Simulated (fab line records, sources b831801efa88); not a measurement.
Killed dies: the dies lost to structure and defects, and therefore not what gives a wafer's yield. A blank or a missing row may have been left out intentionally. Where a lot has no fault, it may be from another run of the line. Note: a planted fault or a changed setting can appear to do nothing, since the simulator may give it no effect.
fab line records -- flow gf180mcu
[record] lots = 14, wafers = 38, last_day = 34
route steps=602 shown TOP_METAL@567 PASSIVATION@587
lots untouched by any fault: they come from a run of this same line in which no faults occurred
start_h: start of the lot's first displayed wafer, in hours after the record's first day -- wait_h: hours from the lot's prior step to this one -- " unchanged from the row above -- L1.1+2: a single row standing in for several wafers -- - value missing, or start not given -- * or withheld: withheld -- < > ~ a bound
route shown NAME@n: a module of which the file shows steps, and the number in the route of the first -- usual: average and standard deviation across the fault-free wafers -- same: alike in all rows -- chamber/n: place in a boat -- sites: readings site by site -- _std_site: their standard deviation -- _edge_site: mean of outer sites minus mean of inner sites -- radius_mm: for every site, how far away it sits from the centre of the wafer -- mask NAME#n: copy n -- behind: the last tool/chamber to shape the wafer -- hold: reason for holding the lot/hours on hold/outcome of the hold -- device: which transistor (n, p or np) failed to switch -- end of line: the tests these same wafers got at the end of their route -- a step with no rows: only its recipe -- killed: not the wafer's yield, but the dies lost to structure and defects at the first sort -- map: a wafer's dies, x killed, . not, _ none there
set.NAME: the run value of the setting; set.NAME@STEP: its run value at that earlier step -- model.NAME: the simulator's own value behind a step, which no gauge read
steps of the route over a sample of lots; a table a step, a row a wafer
services: the hour from which a tool's chamber was out of use, counted from the record's first day as start_h (under 0 if before that day), plus the number of hours and why
[[steps]]
[step GF_TOP_METAL_SPUTTER_00]
[recipe] material = Ti, target_thk_nm = 37.5, arriving_ion_energy_ev = 80, substrate_temp_c = 200, chamber_pressure_pa = 2, power_w = 4000, time_s = 150
[usual] cathode_dc_power_W = 4000.0/0.77, substrate_temp_c = 200.02/0.16, throttle_valve_pct = 30.3/1.1
lot.wafer,tool,chamber,start_h,wait_h,cathode_dc_power_W,substrate_temp_c,throttle_valve_pct
L145.3,pvd_sputter-03,-,644.29,0.1,3999.6,200.01,30.2
L145.4,pvd_sputter-03,-,644.29,0.1,4000.6,200.05,30.5
L145.6,pvd_sputter-03,-,644.29,0.1,4001.4,199.86,30.9
L146.1,pvd_sputter-01,-,652.83,0.1,4000.4,200.02,30.5
L146.4,pvd_sputter-01,-,652.83,0.1,4000.1,200.14,31.3
L146.6,pvd_sputter-01,-,652.83,0.1,4000.6,200.31,31.0
L147.1,pvd_sputter-01,-,659.03,0.1,3999.9,200.24,28.0
L147.2,pvd_sputter-01,-,659.03,0.1,4000.2,200.28,30.6
L147.6,pvd_sputter-01,-,659.03,0.1,4000.4,200.23,31.0
L149.3,pvd_sputter-02,-,676.33,0.1,3999.8,199.83,28.7
L149.5,pvd_sputter-02,-,676.33,0.1,4000.3,200.06,29.2
L149.6,pvd_sputter-02,-,676.33,0.1,3998.8,199.96,30.3
L151.1,pvd_sputter-02,-,685.85,0.1,4000.6,200.07,31.4
L151.4,pvd_sputter-02,-,685.85,0.1,4000.0,199.90,28.8
L151.6,pvd_sputter-02,-,685.85,0.1,3998.9,200.36,31.7
L152.1,pvd_sputter-03,-,694.56,0.2,4000.6,199.80,29.2
L152.4,pvd_sputter-03,-,694.56,0.2,4000.4,199.90,30.5
L152.5,pvd_sputter-03,-,694.56,0.2,4000.5,199.80,30.9
L153.1,pvd_sputter-01,-,698.12,0.1,4000.1,199.93,31.0
L153.2,pvd_sputter-01,-,698.12,0.1,4000.3,199.76,31.3
L153.4,pvd_sputter-01,-,698.12,0.1,4000.4,200.02,30.9
L155.1,pvd_sputter-03,-,710.12,0.2,3999.9,200.00,30.8
L155.2,pvd_sputter-03,-,710.12,0.2,3999.6,200.13,30.7
L155.4,pvd_sputter-03,-,710.12,0.2,3999.5,199.97,29.0
L156.1,pvd_sputter-01,-,719.58,0.1,4000.5,200.34,30.6
L156.2,pvd_sputter-01,-,719.58,0.1,3999.9,199.84,31.3
L156.4,pvd_sputter-01,-,719.58,0.1,3999.9,199.94,27.9
L157.1,pvd_sputter-01,-,723.43,0.2,3999.9,199.74,27.9
L157.2,pvd_sputter-01,-,723.43,0.2,3999.6,200.07,31.1
L157.6,pvd_sputter-01,-,723.43,0.2,3999.4,200.10,28.1
L158.1,pvd_sputter-02,-,738.73,0.1,4000.3,199.79,30.4
L158.4,pvd_sputter-02,-,738.73,0.1,4000.4,200.06,28.9
L158.6,pvd_sputter-02,-,738.73,0.1,3998.8,199.90,30.3
L161.1,pvd_sputter-03,-,752.59,0.2,3998.8,200.17,31.0
L161.4,pvd_sputter-03,-,752.59,0.2,4001.0,199.98,29.0
L165.1,pvd_sputter-01,-,772.23,0.2,4000.3,199.97,30.7
L167.2,pvd_sputter-02,-,784.89,0.2,3999.0,199.88,31.4
L167.4,pvd_sputter-02,-,784.89,0.2,3999.7,200.33,28.9
[step GF_TOP_METAL_SPUTTER_03]
[recipe] material = Ti, target_thk_nm = 5, substrate_temp_c = 300, chamber_pressure_pa = 0.3, power_w = 3000, time_s = 3.3
[usual] cathode_dc_power_W = 2999.9/0.48, substrate_temp_c = 300.01/0.18, throttle_valve_pct = 30.3/1.1
lot.wafer,tool,chamber,start_h,wait_h,cathode_dc_power_W,substrate_temp_c,throttle_valve_pct
L145.3,pvd_sputter-03,-,644.47,0.0,3000.1,300.00,30.2
L145.4,pvd_sputter-03,-,644.47,0.0,3000.1,300.31,30.2
L145.6,pvd_sputter-03,-,644.47,0.0,3000.1,299.79,30.7
L146.1,pvd_sputter-01,-,653.01,0.0,3000.8,299.90,30.7
L146.4,pvd_sputter-01,-,653.01,0.0,2999.5,300.28,31.2
L146.6,pvd_sputter-01,-,653.01,0.0,2999.7,299.86,30.8
L147.1,pvd_sputter-01,-,659.20,0.0,2999.2,300.09,27.8
L147.2,pvd_sputter-01,-,659.20,0.0,2998.9,300.39,30.9
L147.6,pvd_sputter-01,-,659.20,0.0,3000.3,299.90,31.0
L149.3,pvd_sputter-02,-,676.50,0.0,2999.5,300.21,29.1
L149.5,pvd_sputter-02,-,676.50,0.0,2999.9,300.37,29.0
L149.6,pvd_sputter-02,-,676.50,0.0,2999.0,300.15,30.5
L151.1,pvd_sputter-02,-,686.02,0.0,3000.1,299.84,31.4
L151.4,pvd_sputter-02,-,686.02,0.0,2999.5,300.03,28.9
L151.6,pvd_sputter-02,-,686.02,0.0,2999.5,300.20,31.7
L152.1,pvd_sputter-03,-,694.73,0.0,3000.1,300.24,29.1
L152.4,pvd_sputter-03,-,694.73,0.0,3000.1,300.09,30.4
L152.5,pvd_sputter-03,-,694.73,0.0,3000.0,300.21,30.8
L153.1,pvd_sputter-01,-,698.29,0.0,2999.6,300.05,31.2
L153.2,pvd_sputter-01,-,698.29,0.0,3000.2,299.72,31.4
L153.4,pvd_sputter-01,-,698.29,0.0,2999.6,300.08,31.1
L155.1,pvd_sputter-03,-,710.29,0.0,2999.3,299.92,30.3
L155.2,pvd_sputter-03,-,710.29,0.0,3000.3,300.16,30.7
L155.4,pvd_sputter-03,-,710.29,0.0,2999.9,300.02,28.9
L156.1,pvd_sputter-01,-,719.76,0.0,2999.6,300.16,30.5
L156.2,pvd_sputter-01,-,719.76,0.0,2999.9,300.02,31.3
L156.4,pvd_sputter-01,-,719.76,0.0,3000.0,300.34,27.9
L157.1,pvd_sputter-01,-,723.61,0.0,3000.1,300.07,28.0
L157.2,pvd_sputter-01,-,723.61,0.0,3000.5,299.80,31.1
L157.6,pvd_sputter-01,-,723.61,0.0,3000.7,300.00,27.7
L158.1,pvd_sputter-02,-,738.90,0.0,3000.0,300.02,30.2
L158.4,pvd_sputter-02,-,738.90,0.0,3000.5,300.23,28.9
L158.6,pvd_sputter-02,-,738.90,0.0,2999.7,300.09,30.2
L161.1,pvd_sputter-03,-,752.77,0.0,2998.6,299.97,30.8
L161.4,pvd_sputter-03,-,752.77,0.0,2999.3,300.16,29.1
L165.1,pvd_sputter-01,-,772.40,0.0,2999.7,299.82,30.8
L167.2,pvd_sputter-02,-,785.06,0.0,3000.0,299.78,31.6
L167.4,pvd_sputter-02,-,785.06,0.0,2999.3,299.97,29.1
[step GF_PASSIVATION_CVD_00]
[recipe] material = SiO2, target_thk_nm = 1000, precursor = TEOS, temp_c = 400, time_s = 111.95, rf_w = 600
[usual] heater_power_w = 636/150, run_length_s = 139.5/0.71
lot.wafer,tool,chamber,start_h,wait_h,heater_power_w,run_length_s
L145.3,pecvd-02,1,664.47,0.0,630,139.1
L145.4,pecvd-02,1,664.47,0.0,644,139.3
L145.6,pecvd-02,2,664.47,0.0,1014,140.2
L146.1,pecvd-04,2,672.56,0.0,631,138.6
L146.4,pecvd-04,2,672.56,0.0,516,138.8
L146.6,pecvd-04,0,672.56,0.0,563,139.9
L147.1,pecvd-04,0,679.20,0.0,542,139.5
L147.2,pecvd-04,2,679.20,0.0,605,138.4
L147.6,pecvd-04,1,679.20,0.0,659,139.7
L149.3,pecvd-04,0,695.61,0.0,486,139.0
L149.5,pecvd-04,2,695.61,0.0,602,139.3
L149.6,pecvd-04,1,695.61,0.0,590,139.3
L151.1,pecvd-02,2,704.88,0.0,1023,141.0
L151.4,pecvd-02,2,704.88,0.0,1058,140.4
L151.6,pecvd-02,1,704.88,0.0,549,139.4
L152.1,pecvd-02,2,713.90,0.0,950,141.2
L152.4,pecvd-02,1,713.90,0.0,644,139.9
L152.5,pecvd-02,0,713.90,0.0,574,140.7
L153.1,pecvd-04,0,717.51,0.0,449,139.1
L153.2,pecvd-04,2,717.51,0.0,574,138.4
L153.4,pecvd-04,0,717.51,0.0,518,139.1
L155.1,pecvd-04,1,729.56,0.0,586,139.2
L155.2,pecvd-04,2,729.56,0.0,545,139.1
L155.4,pecvd-04,0,729.56,0.0,579,139.2
L156.1,pecvd-01,2,738.31,0.0,547,139.7
L156.2,pecvd-01,1,738.31,0.0,657,138.9
L156.4,pecvd-01,1,738.31,0.0,675,139.0
L157.1,pecvd-01,1,741.18,0.0,537,138.9
L157.2,pecvd-01,2,741.18,0.0,556,139.6
L157.6,pecvd-01,1,741.18,0.0,609,138.8
L158.1,pecvd-01,2,756.36,0.0,545,139.8
L158.4,pecvd-01,1,756.36,0.0,669,138.9
L158.6,pecvd-01,2,756.36,0.0,572,139.4
L161.1,pecvd-01,1,769.22,0.0,624,138.8
L161.4,pecvd-01,1,769.22,0.0,673,123.4
L165.1,pecvd-01,1,789.37,0.0,597,138.8
L167.2,pecvd-01,0,801.03,0.0,636,138.7
L167.4,pecvd-01,2,801.03,0.0,579,124.9
[step GF_PASSIVATION_THK_MEAS_01]
[recipe] reads = SiO2_of_PASSIVATION_CVD_00
[usual] PASSIVATION_CVD_00_THK = 999/12
lot.wafer,tool,chamber,start_h,wait_h,PASSIVATION_CVD_00_THK[nm]
L145.3,film_metro-03,-,664.57,0.1,989
L145.4,film_metro-03,-,664.57,0.1,1006
L145.6,film_metro-03,-,664.57,0.1,1013
L146.1,film_metro-02,-,672.64,0.0,985
L146.4,film_metro-02,-,672.64,0.0,1004
L146.6,film_metro-02,-,672.64,0.0,1000
L147.1,film_metro-02,-,679.27,0.0,986
L147.2,film_metro-02,-,679.27,0.0,985
L147.6,film_metro-02,-,679.27,0.0,989
L149.3,film_metro-04,-,695.71,0.1,988
L149.5,film_metro-04,-,695.71,0.1,1011
L149.6,film_metro-04,-,695.71,0.1,998
L151.1,film_metro-04,-,704.96,0.0,981
L151.4,film_metro-04,-,704.96,0.0,1000
L151.6,film_metro-04,-,704.96,0.0,1014
L152.1,film_metro-04,-,713.97,0.0,984
L152.4,film_metro-04,-,713.97,0.0,1013
L152.5,film_metro-04,-,713.97,0.0,1014
L153.1,film_metro-03,-,717.58,0.0,981
L153.2,film_metro-03,-,717.58,0.0,1000
L153.4,film_metro-03,-,717.58,0.0,1002
L155.1,film_metro-02,-,729.64,0.0,990
L155.2,film_metro-02,-,729.64,0.0,1011
L155.4,film_metro-02,-,729.64,0.0,1010
L156.1,film_metro-03,-,738.38,0.0,999
L156.2,film_metro-03,-,738.38,0.0,999
L156.4,film_metro-03,-,738.38,0.0,1018
L157.1,film_metro-03,-,741.26,0.0,989
L157.2,film_metro-03,-,741.26,0.0,984
L157.6,film_metro-03,-,741.26,0.0,1013
L158.1,film_metro-03,-,756.44,0.0,989
L158.4,film_metro-03,-,756.44,0.0,1011
L158.6,film_metro-03,-,756.44,0.0,1003
L161.1,film_metro-02,-,769.30,0.0,990
L161.4,film_metro-02,-,769.30,0.0,876
L165.1,film_metro-03,-,789.45,0.0,990
L167.2,film_metro-04,-,801.12,0.0,992
L167.4,film_metro-04,-,801.12,0.0,859
[step GF_PASSIVATION_BOW_MEAS_14]
[recipe] mode = bow
[usual] PASSIVATION_BOW = 134/9.9
lot.wafer,tool,chamber,start_h,wait_h,PASSIVATION_BOW[um]
L145.3,film_metro-03,-,685.74,0.0,140
L145.4,film_metro-03,-,685.74,0.0,129
L145.6,film_metro-03,-,685.74,0.0,126
L146.1,film_metro-03,-,693.86,0.0,122
L146.4,film_metro-03,-,693.86,0.0,117
L146.6,film_metro-03,-,693.86,0.0,114
L147.1,film_metro-04,-,701.05,0.0,131
L147.2,film_metro-04,-,701.05,0.0,130
L147.6,film_metro-04,-,701.05,0.0,152
L149.3,film_metro-03,-,716.34,0.0,139
L149.5,film_metro-03,-,716.34,0.0,146
L149.6,film_metro-03,-,716.34,0.0,138
L151.1,film_metro-04,-,725.07,0.0,140
L151.4,film_metro-04,-,725.07,0.0,142
L151.6,film_metro-04,-,725.07,0.0,136
L152.1,film_metro-04,-,733.45,0.0,148
L152.4,film_metro-04,-,733.45,0.0,147
L152.5,film_metro-04,-,733.45,0.0,143
L153.1,film_metro-03,-,737.05,0.0,129
L153.2,film_metro-03,-,737.05,0.0,135
L153.4,film_metro-03,-,737.05,0.0,139
L155.1,film_metro-04,-,749.05,0.0,132
L155.2,film_metro-04,-,749.05,0.0,130
L155.4,film_metro-04,-,749.05,0.0,134
L156.1,film_metro-02,-,756.75,0.0,126
L156.2,film_metro-02,-,756.75,0.0,136
L156.4,film_metro-02,-,756.75,0.0,135
L157.1,film_metro-03,-,759.87,0.0,124
L157.2,film_metro-03,-,759.87,0.0,122
L157.6,film_metro-03,-,759.87,0.0,132
L158.1,film_metro-03,-,774.65,0.0,115
L158.4,film_metro-03,-,774.65,0.0,134
L158.6,film_metro-03,-,774.65,0.0,136
L161.1,film_metro-02,-,786.91,0.0,162
L161.4,film_metro-02,-,786.91,0.0,142
L165.1,film_metro-02,-,806.72,0.0,138
L167.2,film_metro-02,-,817.99,0.0,127
L167.4,film_metro-02,-,817.99,0.0,129
[[services]]
tool,chamber,start_h,hours,kind
pvd_sputter-03,3,633.13,-,consumable_replace:kit
pvd_sputter-03,3,633.13,18.0,scheduled_down
pvd_sputter-03,3,633.13,18.0,vent_cycle
pecvd-04,1,647.58,5.7,repair
pvd_sputter-03,-,663.62,2.4,repair
pecvd-01,2,667.21,3.5,repair
pvd_sputter-01,-,667.35,2.9,repair
pvd_sputter-03,-,679.43,6.8,repair
pecvd-01,-,680.84,14.6,pm
pvd_sputter-02,3,686.07,-,consumable_replace:kit
pvd_sputter-02,3,686.07,18.0,scheduled_down
pvd_sputter-02,3,686.07,18.0,vent_cycle
pvd_sputter-01,1,695.60,-,consumable_replace:kit
pvd_sputter-01,1,695.60,18.0,scheduled_down
pvd_sputter-01,1,695.60,18.0,vent_cycle
pvd_sputter-03,2,757.63,-,consumable_replace:kit
pvd_sputter-03,2,757.63,18.0,scheduled_down
pvd_sputter-03,2,757.63,18.0,vent_cycle
pvd_sputter-03,-,788.42,5.4,repair
pecvd-02,-,799.38,14.0,pm
pecvd-02,0,799.38,14.0,vent_cycle
pecvd-02,1,799.38,14.0,vent_cycle
pecvd-02,2,799.38,14.0,vent_cycle
[[key]]
[first_sign] step = GF_PASSIVATION_CVD_00, reading = run_length_s, direction = down, sigmas = 22, usual = *, struck = *
[effect] step = GF_PASSIVATION_THK_MEAS_01, reading = PASSIVATION_CVD_00_THK, direction = down, sigmas = 11, usual = 999, struck = 868
met_at GF_PASSIVATION_CVD_00
struck_lots L161,L167
struck_wafers L161.4,L167.4
not_acting_at GF_TOP_METAL_SPUTTER_00,GF_TOP_METAL_SPUTTER_03,GF_PASSIVATION_BOW_MEAS_14
onset_between 756.36 769.22
[fault] kind = process_parameter_drift, tool = pecvd-01, chamber = -, onset_h = 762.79, steps = GF_PASSIVATION_CVD_00, channel = time_s, offset = *, shape = step, end_h = 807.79, scope = struck_wafers_only, acts_in = *, stated = *
